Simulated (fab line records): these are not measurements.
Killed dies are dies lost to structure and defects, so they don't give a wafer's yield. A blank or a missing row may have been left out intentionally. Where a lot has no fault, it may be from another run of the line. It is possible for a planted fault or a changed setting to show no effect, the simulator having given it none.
What tool caused it? / flow sky130 / 12 lots with 36 wafers sampled at 4 steps, on a route of 708 steps

## WHAT THE GAUGES READ, wafer by wafer
SKY_LDD_LDN_TW_MEAS_13. Usual: LDD_LDN_TW gives 1476 (standard deviation 12).
lot=L565; measured=day 24 02:01; on=film metro-02; LDD_LDN_TW=1472 1460 1459; flag=
lot=L566; measured=day 24 04:11; on=film metro-02; LDD_LDN_TW=1460 1463 1463; flag=
lot=L569; measured=day 26 06:03; on=film metro-04; LDD_LDN_TW=1477 1477 1481; flag=
lot=L571; measured=day 26 07:37; on=film metro-04; LDD_LDN_TW=1481 1481 1481; flag=
lot=L572; measured=day 26 07:55; on=film metro-01; LDD_LDN_TW=1485 1483 1471; flag=
lot=L574; measured=day 26 18:06; on=film metro-02; LDD_LDN_TW=1454 1455 1463; flag=
lot=L573; measured=day 26 20:06; on=film metro-02; LDD_LDN_TW=1462 1457 1459; flag=
lot=L575; measured=day 26 22:19; on=film metro-02; LDD_LDN_TW=1456 1462 1443; flag=
lot=L576; measured=day 26 23:34; on=film metro-04; LDD_LDN_TW=1474 1480 1481; flag=
lot=L582; measured=day 29 04:53; on=film metro-01; LDD_LDN_TW=1539 1541 1544; flag=OFF
lot=L585; measured=day 30 11:32; on=film metro-01; LDD_LDN_TW=1546 1540 1544; flag=OFF
lot=L587; measured=day 30 23:22; on=film metro-01; LDD_LDN_TW=1486 1486 1478; flag=

SKY_LI_CONTACT_THK_MEAS_23: measures by xrf. Usual: LI_CONTACT_W_THK gives 404 nm (standard deviation 5.9).
lot=L565; measured=day 30 07:56; on=film metro-03; LI_CONTACT_W_THK (nm)=406 411 406; flag=
lot=L566; measured=day 30 09:31; on=film metro-03; LI_CONTACT_W_THK (nm)=405 398 403; flag=
lot=L569; measured=day 32 10:20; on=film metro-02; LI_CONTACT_W_THK (nm)=402 390 404; flag=
lot=L571; measured=day 32 11:52; on=film metro-02; LI_CONTACT_W_THK (nm)=401 406 402; flag=
lot=L572; measured=day 32 12:29; on=film metro-03; LI_CONTACT_W_THK (nm)=404 406 401; flag=
lot=L574; measured=day 32 20:27; on=film metro-04; LI_CONTACT_W_THK (nm)=405 406 406; flag=
lot=L573; measured=day 32 21:27; on=film metro-03; LI_CONTACT_W_THK (nm)=393 404 398; flag=
lot=L575; measured=day 32 21:53; on=film metro-03; LI_CONTACT_W_THK (nm)=403 401 403; flag=
lot=L576; measured=day 32 22:52; on=film metro-04; LI_CONTACT_W_THK (nm)=402 403 395; flag=
lot=L582; measured=day 35 02:01; on=film metro-04; LI_CONTACT_W_THK (nm)=407 410 403; flag=
lot=L585; measured=day 36 06:37; on=film metro-03; LI_CONTACT_W_THK (nm)=402 405 398; flag=
lot=L587; measured=day 36 17:08; on=film metro-04; LI_CONTACT_W_THK (nm)=396 394 397; flag=

## WHICH TOOL RAN EACH LOT (tool, then ch and the chambers of the sampled wafers, then the start)
lot=L565; SKY_LDD_LDN_IMPLANT_10=implanter-03 ch 0, day 24 01:37; SKY_POLY_CUT_STRIP_12=plasma asher-02 ch 0,1, day 25 09:09
lot=L566; SKY_LDD_LDN_IMPLANT_10=implanter-02 ch 0, day 24 03:49; SKY_POLY_CUT_STRIP_12=plasma asher-01 ch 0,1, day 25 12:08
lot=L569; SKY_LDD_LDN_IMPLANT_10=implanter-02 ch 0, day 26 05:39; SKY_POLY_CUT_STRIP_12=plasma asher-04 ch 0,1, day 27 14:12
lot=L571; SKY_LDD_LDN_IMPLANT_10=implanter-02 ch 0, day 26 07:13; SKY_POLY_CUT_STRIP_12=plasma asher-02 ch 0,1, day 27 15:23
lot=L572; SKY_LDD_LDN_IMPLANT_10=implanter-03 ch 0, day 26 07:31; SKY_POLY_CUT_STRIP_12=plasma asher-04 ch 0, day 27 15:24
lot=L574; SKY_LDD_LDN_IMPLANT_10=implanter-01 ch 0, day 26 17:43; SKY_POLY_CUT_STRIP_12=plasma asher-01 ch 0,1, day 28 00:57
lot=L573; SKY_LDD_LDN_IMPLANT_10=implanter-02 ch 0, day 26 19:43; SKY_POLY_CUT_STRIP_12=plasma asher-04 ch 0, day 28 03:03
lot=L575; SKY_LDD_LDN_IMPLANT_10=implanter-01 ch 0, day 26 21:55; SKY_POLY_CUT_STRIP_12=plasma asher-01 ch 0,1, day 28 04:30
lot=L576; SKY_LDD_LDN_IMPLANT_10=implanter-02 ch 0, day 26 23:11; SKY_POLY_CUT_STRIP_12=plasma asher-02 ch 0,1, day 28 05:41
lot=L582; SKY_LDD_LDN_IMPLANT_10=implanter-01 ch 0, day 29 04:29; SKY_POLY_CUT_STRIP_12=plasma asher-04 ch 0,1, day 30 10:26
lot=L585; SKY_LDD_LDN_IMPLANT_10=implanter-01 ch 0, day 30 11:08; SKY_POLY_CUT_STRIP_12=plasma asher-01 ch 0, day 31 16:51
lot=L587; SKY_LDD_LDN_IMPLANT_10=implanter-02 ch 0, day 30 22:59; SKY_POLY_CUT_STRIP_12=plasma asher-01 ch 0, day 32 04:20
- SKY_LDD_LDN_IMPLANT_10
- SKY_POLY_CUT_STRIP_12: strips in O2/N2.

## AS READ BY THE TOOLS THEMSELVES (means over the sampled wafers that have a number; for cases with no such wafer, the mark the record gives instead)
SKY_LDD_LDN_IMPLANT_10. Usual: beam on s 10.03 s, standard deviation 0.2; dose ions cm2 1.2503e+13, standard deviation 1.2e+10; faraday current uA 70.3, standard deviation 1.4.
lot=L565; tool=implanter-03; beam on s (s)=9.86; dose ions cm2=1.2491e+13; faraday current uA=71.3; flag=
lot=L566; tool=implanter-02; beam on s (s)=10.08; dose ions cm2=1.2485e+13; faraday current uA=70.1; flag=
lot=L569; tool=implanter-02; beam on s (s)=9.96; dose ions cm2=1.2504e+13; faraday current uA=70.7; flag=
lot=L571; tool=implanter-02; beam on s (s)=10.22; dose ions cm2=1.2496e+13; faraday current uA=69.0; flag=
lot=L572; tool=implanter-03; beam on s (s)=10.13; dose ions cm2=1.2511e+13; faraday current uA=69.5; flag=
lot=L574; tool=implanter-01; beam on s (s)=9.64; dose ions cm2=1.2492e+13; faraday current uA=73.0; flag=
lot=L573; tool=implanter-02; beam on s (s)=10.04; dose ions cm2=1.2501e+13; faraday current uA=70.2; flag=
lot=L575; tool=implanter-01; beam on s (s)=9.73; dose ions cm2=1.2495e+13; faraday current uA=72.3; flag=
lot=L576; tool=implanter-02; beam on s (s)=10.13; dose ions cm2=1.2501e+13; faraday current uA=69.6; flag=
lot=L582; tool=implanter-01; beam on s (s)=9.94; dose ions cm2=1.9316e+13; faraday current uA=109.5; flag=OFF
lot=L585; tool=implanter-01; beam on s (s)=9.98; dose ions cm2=1.9309e+13; faraday current uA=109.2; flag=OFF
lot=L587; tool=implanter-02; beam on s (s)=10.14; dose ions cm2=1.2500e+13; faraday current uA=69.5; flag=

SKY_POLY_CUT_STRIP_12. Usual: drypump motor current A 5.93 A, standard deviation 0.26; o2 flow sccm 3000 sccm, standard deviation 9; oes product au 0.452 a.u., standard deviation 0.0045; strip time to endpoint s 5.355 s, standard deviation 0.018.
lot=L565; tool=plasma asher-02; drypump motor current A (A)=5.72; o2 flow sccm (sccm)=2994; oes product au (a.u.)=0.455; strip time to endpoint s (s)=5.349; flag=
lot=L566; tool=plasma asher-01; drypump motor current A (A)=6.08; o2 flow sccm (sccm)=2998; oes product au (a.u.)=0.455; strip time to endpoint s (s)=5.344; flag=
lot=L569; tool=plasma asher-04; drypump motor current A (A)=5.78; o2 flow sccm (sccm)=2999; oes product au (a.u.)=0.453; strip time to endpoint s (s)=5.339; flag=
lot=L571; tool=plasma asher-02; drypump motor current A (A)=5.68; o2 flow sccm (sccm)=3003; oes product au (a.u.)=0.456; strip time to endpoint s (s)=5.365; flag=
lot=L572; tool=plasma asher-04; drypump motor current A (A)=5.59; o2 flow sccm (sccm)=2997; oes product au (a.u.)=0.448; strip time to endpoint s (s)=5.336; flag=
lot=L574; tool=plasma asher-01; drypump motor current A (A)=6.07; o2 flow sccm (sccm)=3000; oes product au (a.u.)=0.450; strip time to endpoint s (s)=5.363; flag=
lot=L573; tool=plasma asher-04; drypump motor current A (A)=5.58; o2 flow sccm (sccm)=3001; oes product au (a.u.)=0.454; strip time to endpoint s (s)=5.361; flag=
lot=L575; tool=plasma asher-01; drypump motor current A (A)=6.17; o2 flow sccm (sccm)=3005; oes product au (a.u.)=0.457; strip time to endpoint s (s)=5.363; flag=
lot=L576; tool=plasma asher-02; drypump motor current A (A)=5.67; o2 flow sccm (sccm)=3006; oes product au (a.u.)=0.446; strip time to endpoint s (s)=5.353; flag=
lot=L582; tool=plasma asher-04; drypump motor current A (A)=5.96; o2 flow sccm (sccm)=2993; oes product au (a.u.)=0.450; strip time to endpoint s (s)=5.347; flag=
lot=L585; tool=plasma asher-01; drypump motor current A (A)=5.96; o2 flow sccm (sccm)=3011; oes product au (a.u.)=0.453; strip time to endpoint s (s)=5.369; flag=
lot=L587; tool=plasma asher-01; drypump motor current A (A)=5.96; o2 flow sccm (sccm)=2992; oes product au (a.u.)=0.453; strip time to endpoint s (s)=5.346; flag=

## THE ANSWER, worked out from the rows above alone
Rule: lot off if the mean of its wafers having a number is beyond 3 standard deviations from the usual mean. Also off: a lot with no number at a reading for which 4 or more lots have one. The other lots that the step has rows for count as sound. After the gauges, taken in route order, come the tools' own readings; for these a lot's mean is taken, as printed above. At the first step where some lot is off, the reading lying furthest off is the one used; lots without a number count as furthest.
Off: L582, L585, seen at SKY_LDD_LDN_TW_MEAS_13 (LDD_LDN_TW).
A tool fits if, at a process step before that reading, it ran every lot that is off, and no sound lot after the first of them. The gauges at SKY_LDD_LDN_TW_MEAS_13 aren't tried: what is off there is off at SKY_LDD_LDN_IMPLANT_10 too, on other tools, and a gauge's error can't cause that. One candidate fits, namely implanter-01 at SKY_LDD_LDN_IMPLANT_10. Its last sound lot is L575 (day 26 21:55), its first lot that is off L582 (day 29 04:29): a fault that began between those two fits.
The tool's own readings at SKY_LDD_LDN_IMPLANT_10 bear it out: on the lots that are off they differ by more than 5 times the standard deviation of the sound lots' means. dose ions cm2 reads 1.9312e+13 there against 1.2498e+13 on the sound lots; faraday current uA reads 109.3 there against 70.5 on the sound lots.

## WHAT WAS PUT IN BY THE SIMULATOR
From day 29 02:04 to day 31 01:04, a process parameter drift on implanter-01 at SKY_LDD_LDN_IMPLANT_10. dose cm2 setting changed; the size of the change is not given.
Shown lots that were struck: L582, L585. This agrees with what the rule above found.
